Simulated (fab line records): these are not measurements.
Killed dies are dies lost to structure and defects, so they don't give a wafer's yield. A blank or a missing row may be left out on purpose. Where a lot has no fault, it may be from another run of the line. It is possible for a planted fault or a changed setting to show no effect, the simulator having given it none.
Chamber matching / flow sky130 / SKY_CONTACT_CMP_04 on cmp-01: 4 sister chambers
The step polishes SiO2. 8 wafers are shown with their chamber, then 12 later ones without.

== WAFERS, EACH WITH ITS CHAMBER ==
wafer=L081.3; chamber=0; motor_current_A (A)=14.8; head_pressure_psi (psi)=3.991
wafer=L081.5; chamber=0; motor_current_A (A)=15.1; head_pressure_psi (psi)=4.001
wafer=L081.6; chamber=1; motor_current_A (A)=13.2; head_pressure_psi (psi)=4.012
wafer=L082.5; chamber=1; motor_current_A (A)=12.3; head_pressure_psi (psi)=4.013
wafer=L082.6; chamber=2; motor_current_A (A)=13.4; head_pressure_psi (psi)=4.009
wafer=L084.1; chamber=3; motor_current_A (A)=12.7; head_pressure_psi (psi)=4.016
wafer=L084.3; chamber=2; motor_current_A (A)=13.3; head_pressure_psi (psi)=3.996
wafer=L084.5; chamber=3; motor_current_A (A)=12.8; head_pressure_psi (psi)=4.000

== WAFERS WHOSE CHAMBER IS MISSING ==
wafer=L085.1; motor_current_A (A)=12.9; head_pressure_psi (psi)=4.005
wafer=L085.2; motor_current_A (A)=12.7; head_pressure_psi (psi)=4.002
wafer=L085.4; motor_current_A (A)=12.7; head_pressure_psi (psi)=4.010
wafer=L093.2; motor_current_A (A)=14.9; head_pressure_psi (psi)=4.005
wafer=L093.3; motor_current_A (A)=13.7; head_pressure_psi (psi)=3.994
wafer=L093.6; motor_current_A (A)=12.6; head_pressure_psi (psi)=4.002
wafer=L097.1; motor_current_A (A)=13.5; head_pressure_psi (psi)=4.013
wafer=L097.4; motor_current_A (A)=15.6; head_pressure_psi (psi)=3.995
wafer=L097.5; motor_current_A (A)=13.0; head_pressure_psi (psi)=3.995
wafer=L096.1; motor_current_A (A)=13.0; head_pressure_psi (psi)=3.994
wafer=L096.2; motor_current_A (A)=12.8; head_pressure_psi (psi)=3.988
wafer=L096.6; motor_current_A (A)=13.3; head_pressure_psi (psi)=4.009

== EACH ONE'S CHAMBER ==
wafer=L085.1; from the rows above=can't be placed: 3 or 1 or 2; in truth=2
wafer=L085.2; from the rows above=can't be placed: 3 or 1 or 2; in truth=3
wafer=L085.4; from the rows above=can't be placed: 3 or 1 or 2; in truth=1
wafer=L093.2; from the rows above=0; in truth=0
wafer=L093.3; from the rows above=can't be placed: 2 or 3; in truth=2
wafer=L093.6; from the rows above=can't be placed: 3 or 1 or 2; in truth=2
wafer=L097.1; from the rows above=can't be placed: 2 or 1 or 3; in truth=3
wafer=L097.4; from the rows above=0; in truth=0
wafer=L097.5; from the rows above=can't be placed: 2 or 3 or 1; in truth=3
wafer=L096.1; from the rows above=can't be placed: 2 or 3 or 1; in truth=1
wafer=L096.2; from the rows above=can't be placed: 2 or 3 or 1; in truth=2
wafer=L096.6; from the rows above=can't be placed: 2 or 3 or 1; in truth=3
Correct placement for 2 of the 12. These rows do not allow placing 10 (true chamber among the candidates in 10). Number placed wrongly: 0.
How it was worked out, from the rows above alone: a wafer's distance from a chamber is the root of the sum, over the readings, of the square of ((its reading less the chamber's mean) divided by the reading's scatter). If the next closest chamber is less than 2 further off than the closest, the wafer can't be placed; otherwise it belongs to the closest. The mean given for a chamber averages the wafers shown for that chamber. The scatter: the root of (the sum of the squares of (reading less its chamber's mean) over the shown wafers, divided by (wafers less chambers)).
